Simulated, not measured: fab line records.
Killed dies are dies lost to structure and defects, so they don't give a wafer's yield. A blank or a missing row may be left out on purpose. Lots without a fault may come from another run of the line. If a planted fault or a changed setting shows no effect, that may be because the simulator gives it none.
fab line records	flow sky130
record lots=7	wafers=19	last-day=50
route steps=708 shown POLY_GATE@219 PAD_OPEN@708
lots that met no fault: from a run of the same line without faults
start-h: hours from the record's first day to the start of the lot's first wafer shown	wait-h: hours elapsed since this lot's preceding step	" repeats the value in the row above	L1.1+2: a row that stands for several wafers	- value missing, or start not given	* or withheld: withheld	< > ~ a bound
route shown NAME@n: names a module that has steps shown in the file, with the first one's number in the route	usual: mean/standard deviation taken from wafers without a fault	same: alike in all rows	chamber/n: place in a boat	sites: per-site readings	_std_site: their standard deviation	_edge_site: inner sites' mean taken away from outer sites' mean	radius-mm: for every site, how far away it sits from the centre of the wafer	mask NAME#n: copy n	behind: the last tool/chamber to shape the wafer	hold: reason for holding the lot/hours on hold/outcome of the hold	device: which transistor (n, p or np) failed to switch	end of line: the route-end tests of the same wafers	where a step has no rows: the recipe by itself	killed: not the wafer's yield, but the dies lost to structure and defects at the first sort	map: a wafer's dies, x killed, . not, _ none there
set.NAME: the setting the step ran with; set.NAME@STEP: the setting that earlier step ran with	model.NAME: the simulator's own value behind a step, which no gauge read
a table for each step, a row for each wafer; lots at some steps of the route
services: from which hour (start-h, from the record's first day; less than 0 if before it) a tool's chamber was out of use, for how many hours, and why
## steps
# step SKY_POLY_GATE_DEHYDRATE_05
# recipe temp-c=200	time-s=60
# step SKY_POLY_GATE_HMDS_06
# recipe prime-time-s=60	prime-temp-c=120
# step SKY_POLY_GATE_COAT_07
# recipe resist=BARC	temp-c=withheld	time-s=withheld	spin-rpm=3000	resist-thk-nm=110
# step SKY_POLY_GATE_COAT_08
# recipe resist=KrF-thick	spin-rpm=3000	resist-thk-nm=450
# step SKY_POLY_GATE_SOFTBAKE_09
# recipe temp-c=100	time-s=90	resist=KrF-thick
# step SKY_POLY_GATE_EXPOSE_10
# recipe mask-id=P1M	na=0.68	source-shape=conventional	sigma-outer=0.6	target-cd-nm=150	dose-mj=28
# step SKY_POLY_GATE_PEB_11
# recipe peb-temp-c=withheld	peb-time-s=withheld	resist=KrF-thick
# step SKY_POLY_GATE_DEVELOP_12
# recipe develop-time-s=60	resist=KrF-thick	dev-temp-c=21
# step SKY_POLY_GATE_CD_MEAS_13
# recipe target-cd-nm=150
# usual cd-nm=150.5/1.1
lot.wafer	tool	chamber	start-h	wait-h	cd-nm
L220.1	cd-sem-01	-	401.47	-	152.2
L220.3	"	-	"	"	151.6
L220.4	"	-	"	"	150.2
L221.1	cd-sem-01	-	410.35	-	150.9
L221.2	"	-	"	"	150.6
L221.3	"	-	"	"	150.8
L227.1	cd-sem-02	-	478.61	-	149.6
L227.3	"	-	"	"	150.2
L227.6	"	-	"	"	151.1
L230.2	cd-sem-01	-	492.54	-	149.7
L230.3	"	-	"	"	150.3
L232.1	cd-sem-01	-	516.61	-	150.8
L232.6	"	-	"	"	149.9
L237.2	cd-sem-01	-	547.39	-	147.8
L237.3	"	-	"	"	149.9
L237.6	"	-	"	"	149.4
L239.2	cd-sem-01	-	558.76	-	149.6
L239.4	"	-	"	"	150.4
L239.5	"	-	"	"	150.2
# step SKY_POLY_GATE_OVL_MEAS_14
# usual POLY_GATE_OVL=-2/5.2
lot.wafer	tool	chamber	start-h	wait-h	POLY_GATE_OVL[nm]
L220.1	overlay-01	-	401.59	0.1	2
L220.3	"	-	"	"	4
L220.4	"	-	"	"	13
L221.1	overlay-01	-	410.47	0.1	-4
L221.2	"	-	"	"	-6
L221.3	"	-	"	"	-7
L227.1	overlay-02	-	478.73	0.1	2
L227.3	"	-	"	"	-3
L227.6	"	-	"	"	-1
L230.2	overlay-02	-	492.65	0.1	5
L230.3	"	-	"	"	2
L232.1	overlay-01	-	516.73	0.1	-2
L232.6	"	-	"	"	-4
L237.2	overlay-02	-	547.50	0.1	4
L237.3	"	-	"	"	-7
L237.6	"	-	"	"	-2
L239.2	overlay-01	-	558.86	0.1	-5
L239.4	"	-	"	"	-6
L239.5	"	-	"	"	-4
# step SKY_POLY_GATE_ETCH_15
# recipe chemistry=N2/H2	target=BARC	ion-energy-ev=200	source-w=500	bias-w=100	pressure-mtorr=30	n2-flow-sccm=100	h2-flow-sccm=200	stop-on=SiO2	time-s=118.5	target-depth-a=1100
# usual drypump-motor-current-A=5.7/0.41	oes-product-au=0.715/0.0046	run-length-s=146.8/0.52	throttle-valve-pct=13.212/0.0093
# same time-s=118.5
lot.wafer	tool	chamber	start-h	wait-h	drypump-motor-current-A	oes-product-au	rf-hours-counter-h	run-length-s	throttle-valve-pct
L220.1	rie-diel-04	3	401.63	0.0	6.3	0.712	23	146.6	13.206
L220.3	"	1	"	"	5.4	0.709	46	147.3	13.216
L220.4	"	0	"	"	4.9	0.721	105	146.5	13.209
L221.1	rie-diel-02	0	410.50	0.0	5.5	0.711	61	145.9	13.220
L221.2	"	2	"	"	5.2	0.712	52	146.4	13.216
L221.3	"	1	"	"	6.2	0.724	47	147.3	13.225
L227.1	rie-diel-04	2	478.77	0.0	5.5	0.716	82	146.5	13.211
L227.3	"	0	"	"	4.9	0.713	1	146.9	13.224
L227.6	"	3	"	"	6.3	0.721	-	146.3	13.204
L230.2	rie-diel-04	1	492.68	0.0	5.4	0.720	48	147.1	13.222
L230.3	"	0	"	"	4.9	0.714	1	146.9	13.213
L232.1	rie-diel-02	0	516.77	0.0	5.5	0.719	63	145.8	13.199
L232.6	"	2	"	"	5.3	0.718	-	146.2	13.216
L237.2	rie-diel-04	0	547.53	0.0	4.9	0.717	2	146.5	13.205
L237.3	"	3	"	"	6.3	0.719	26	146.3	13.215
L237.6	"	2	"	"	5.5	0.719	-	146.2	13.230
L239.2	rie-diel-02	2	558.89	0.0	5.2	0.719	54	146.2	13.218
L239.4	"	0	"	"	5.5	0.716	63	146.2	13.229
L239.5	"	3	"	"	5.8	0.715	-	147.4	13.216
# step SKY_POLY_GATE_ETCH_16
# recipe stop-on=poly-Si	chemistry=CH3F/O2	target=Si3N4	source-w=400	bias-w=80	pressure-mtorr=25	ch3f-flow-sccm=40	O2_flow_sccm=30	time-s=147.5	target-depth-a=750
# usual O2_flow_sccm=30.02/0.082	drypump-motor-current-A=5.6/0.41	oes-product-au=0.640/0.0051	run-length-s=175.8/0.54	throttle-valve-pct=10.536/0.0095
# same time-s=147.5
lot.wafer	tool	chamber	start-h	wait-h	O2_flow_sccm	drypump-motor-current-A	oes-product-au	rf-hours-counter-h	run-length-s	throttle-valve-pct
L220.1	rie-diel-04	3	401.71	0.0	29.90	6.3	0.644	23	175.4	10.539
L220.3	"	1	"	"	30.07	5.4	0.641	46	176.1	10.536
L220.4	"	0	"	"	30.09	4.9	0.643	105	175.7	10.539
L221.1	rie-diel-02	0	410.58	0.0	30.11	5.5	0.634	61	174.9	10.534
L221.2	"	2	"	"	30.11	5.2	0.633	52	175.3	10.539
L221.3	"	1	"	"	30.10	6.2	0.629	47	176.0	10.543
L227.1	rie-diel-04	2	478.85	0.0	30.03	5.5	0.639	82	175.2	10.552
L227.3	"	0	"	"	30.05	4.9	0.644	1	175.8	10.524
L227.6	"	3	"	"	29.94	6.3	0.645	-	175.4	10.525
L230.2	rie-diel-04	1	492.76	0.0	29.87	5.4	0.635	48	176.4	10.543
L230.3	"	0	"	"	30.11	4.9	0.638	1	175.8	10.528
L232.1	rie-diel-02	0	516.85	0.0	30.10	5.5	0.635	63	175.4	10.537
L232.6	"	2	"	"	30.00	5.2	0.638	-	175.7	10.526
L237.2	rie-diel-04	0	547.61	0.0	30.17	4.9	0.637	2	175.6	10.538
L237.3	"	3	"	"	30.01	6.3	0.645	26	175.8	10.539
L237.6	"	2	"	"	30.08	5.5	0.646	-	175.2	10.537
L239.2	rie-diel-02	2	558.97	0.0	30.14	5.2	0.642	54	175.8	10.536
L239.4	"	0	"	"	30.03	5.5	0.650	63	174.8	10.534
L239.5	"	3	"	"	29.95	5.9	0.642	-	176.3	10.551
# step SKY_POLY_GATE_ETCH_17
# recipe target-depth-nm=180	stop-on=SiO2	over-etch-frac=0.56667	chemistry=HBr/Cl2	target=poly-Si	icp-w=400	bias-w=100	pressure-mtorr=10	HBr_flow_sccm=150	Cl2_flow_sccm=50	time-s=70.5
# usual drypump-motor-current-A=5.6/0.38	oes-product-au=0.987/0.0068	run-length-s=98.7/0.4	throttle-valve-pct=33.684/0.0094
# same over-etch-frac=0.56667
lot.wafer	tool	chamber	start-h	wait-h	drypump-motor-current-A	oes-product-au	rf-hours-counter-h	run-length-s	throttle-valve-pct	model.KrF-thick_of_POLY_GATE_COAT_08.thk-nm	model.SiO2_of_SONOS_ONO_CVD_04.thk-nm
L220.1	rie-si-02	3	401.81	0.0	5.9	0.993	77	99.0	33.677	140.1	4.582
L220.3	"	0	"	"	6.4	0.995	5	98.3	33.674	143.6	4.472
L220.4	"	2	"	"	5.6	0.980	24	98.7	33.681	145.2	4.466
L221.1	rie-si-01	1	410.68	0.0	5.6	0.990	5	98.3	33.675	137.6	4.272
L221.2	"	0	"	"	5.4	0.994	57	100.0	33.676	140.9	4.203
L221.3	"	3	"	"	5.8	0.991	52	98.7	33.687	138.2	4.241
L227.1	rie-si-01	0	478.95	0.0	5.4	0.956	58	103.1	33.671	137.3	3.981
L227.3	"	3	"	"	5.7	0.983	53	98.4	33.678	144.2	4.257
L227.6	"	2	"	"	5.7	0.981	-	98.9	33.681	144.1	4.179
L230.2	rie-si-01	2	492.86	0.0	5.7	0.961	6	102.0	33.697	136.1	3.964
L230.3	"	3	"	"	5.7	0.989	53	98.6	33.680	142.9	4.229
L232.1	rie-si-01	0	516.95	0.0	5.4	0.959	0	103.7	33.659	132.1	4.159
L232.6	"	2	"	"	5.7	0.988	-	98.2	33.659	139.5	4.203
L237.2	rie-si-02	1	547.71	0.0	5.0	0.995	8	98.3	33.688	142.7	4.192
L237.3	"	3	"	"	5.9	1.001	1	99.0	33.675	140.5	4.193
L237.6	"	3	"	"	5.9	0.990	-	99.0	33.703	139	4.282
L239.2	rie-si-02	0	559.07	0.0	6.4	0.994	6	98.5	33.686	140.7	4.172
L239.4	"	2	"	"	5.7	0.995	25	98.9	33.679	140.1	4.15
L239.5	"	3	"	"	5.9	0.992	-	99.1	33.697	139.2	4.128
# step SKY_POLY_GATE_STRIP_18
# recipe chemistry=O2/N2	power-w=1400	pressure-mtorr=1500	platen-temp-c=withheld	o2-flow-sccm=3000	n2-flow-sccm=300	overash-fraction=0.5
# usual drypump-motor-current-A=5.8/0.44	oes-product-au=0.361/0.0047	strip-time-to-endpoint-s=3.171/0.027
lot.wafer	tool	chamber	start-h	wait-h	drypump-motor-current-A	oes-product-au	rf-hours-counter-h	strip-time-to-endpoint-s
L220.1	plasma-asher-01	1	401.86	0.0	6.0	0.361	72	3.204
L220.3	"	0	"	"	5.5	0.368	-	3.211
L220.4	"	1	"	"	6.0	0.368	-	3.220
L221.1	plasma-asher-03	1	410.74	0.0	6.6	0.361	27	3.160
L221.2	"	0	"	"	5.4	0.363	27	3.196
L221.3	"	1	"	"	6.6	0.352	-	3.134
L227.1	plasma-asher-01	0	479.00	0.0	5.5	0.365	80	3.144
L227.3	"	1	"	"	6.1	0.368	-	3.204
L227.6	"	0	"	"	5.5	0.367	-	3.204
L230.2	plasma-asher-03	0	492.91	0.0	5.4	0.353	35	3.128
L230.3	"	1	"	"	6.6	0.365	-	3.207
L232.1	plasma-asher-04	1	517.00	0.0	5.8	0.351	71	3.098
L232.6	"	0	"	"	5.4	0.353	-	3.162
L237.2	plasma-asher-03	1	547.76	0.0	6.6	0.357	40	3.184
L237.3	"	0	"	"	5.4	0.366	-	3.159
L237.6	"	0	"	"	5.4	0.354	-	3.175
L239.2	plasma-asher-01	1	559.13	0.0	6.0	0.359	88	3.175
L239.4	"	1	"	"	6.0	0.366	-	3.182
L239.5	"	1	"	"	6.1	0.367	-	3.163
# step SKY_PAD_OPEN_PROBE_99
# usual killed_at_M0_to_M3=43/7.3	killed_at_M4_up=3.2/1.8	killed-at-contacts=24/5.8	killed-at-front-end=16/4.5	killed-at-other=0.3/0.53	killed-dies=87/9.9	killed-open=48/6.8	killed-short=39/6.9
# same gross-dies=492	killed-at-back-side=0
lot.wafer	tool	chamber	start-h	wait-h	killed_at_M0_to_M3	killed_at_M4_up	killed-at-contacts	killed-at-front-end	killed-at-other	killed-dies	killed-open	killed-short
L220.1	prober-02	-	1100.81	0.1	53	2	19	15	0	89	48	41
L220.3	prober-02	-	1100.91	0.2	50	6	23	26	0	105	46	59
L220.4	prober-02	-	1100.96	0.2	52	2	24	16	0	94	51	43
# killed by level:class
L220.1 VIA1:geometric-particle:open=10 METAL2:geometric-particle:short=10 LI_CONTACT:geometric-particle:open=9 METAL1:geometric-particle:short=8 VIA2:geometric-particle:open=8 VIA3:geometric-particle:open=6 CONTACT:geometric-particle:open=5 FIELD_ISO:geometric-particle:short=4
L220.3 METAL2:geometric-particle:short=11 FIELD_ISO:geometric-particle:open=8 VIA1:geometric-particle:open=7 LI_CONTACT:geometric-particle:open=7 FIELD_ISO:geometric-particle:short=6 CONTACT:geometric-particle:open=6 VIA2:geometric-particle:open=6 METAL1:geometric-particle:short=5
L220.4 VIA1:geometric-particle:open=14 METAL2:geometric-particle:short=12 CONTACT:geometric-particle:open=7 POLY_GATE:geometric-particle:open=6 LI_CONTACT:geometric-particle:open=6 FIELD_ISO:geometric-particle:short=5 LOCAL_INTERCONNECT:geometric-particle:short=5 VIA1:geometric-particle:short=5
## services
tool	chamber	start-h	hours	kind
rie-si-01	2	385.29	10.6	repair
plasma-asher-04	-	387.89	3.6	repair
rie-diel-02	-	396.89	4.3	pm
plasma-asher-04	-	398.66	17.9	repair
rie-si-02	3	403.09	-	clean
rie-si-02	3	403.09	20.3	scheduled-down
rie-si-02	3	403.09	20.3	vent-cycle
rie-diel-04	0	405.32	5.9	repair
rie-diel-04	0	423.88	-	clean
rie-diel-04	0	423.88	18.5	scheduled-down
rie-diel-04	0	423.88	18.5	vent-cycle
plasma-asher-03	-	441.05	2.8	pm
rie-diel-02	-	454.68	1.3	repair
rie-diel-02	-	473.16	3.8	repair
rie-si-01	0	489.12	-	clean
rie-si-01	0	489.12	17.2	scheduled-down
rie-si-01	0	489.12	17.2	vent-cycle
rie-si-01	3	510.59	-	clean
rie-si-01	3	510.59	16.5	scheduled-down
rie-si-01	3	510.59	16.5	vent-cycle
plasma-asher-01	-	515.41	1.2	repair
rie-diel-04	2	551.13	-	clean
rie-diel-04	2	551.13	23.7	scheduled-down
rie-diel-04	2	551.13	23.7	vent-cycle
## key
first-sign step=SKY_POLY_GATE_ETCH_17	reading=run-length-s	direction=up	sigmas=10	usual=*	struck=*
effect step=SKY_POLY_GATE_ETCH_17	reading=oes-product-au	direction=down	sigmas=4.3	usual=0.987	struck=0.959
model-effect step=SKY_POLY_GATE_ETCH_17	value=KrF-thick_of_POLY_GATE_COAT_08.thk-nm	without=140.2	struck=135.2
met-at SKY_POLY_GATE_ETCH_17
struck-wafers L227.1,L230.2,L232.1
tester-left-out L227,L230,L232
onset-between 410.68 478.95
fault kind=process-parameter-drift	tool=rie-si-01	chamber=-	onset-h=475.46	steps=SKY_POLY_GATE_ETCH_17	channel=time-s	offset=*	shape=step	end-h=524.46	scope=struck-wafers-only	acts-in=*	stated=*
# tester-left-out: of these lots the tester's yield and bins aren't shown, on N5 and GAA mostly nor the transistor test; their killed dies are dies lost to structure and defects alone, not to doping, threshold or leakage, so they don't give the yield
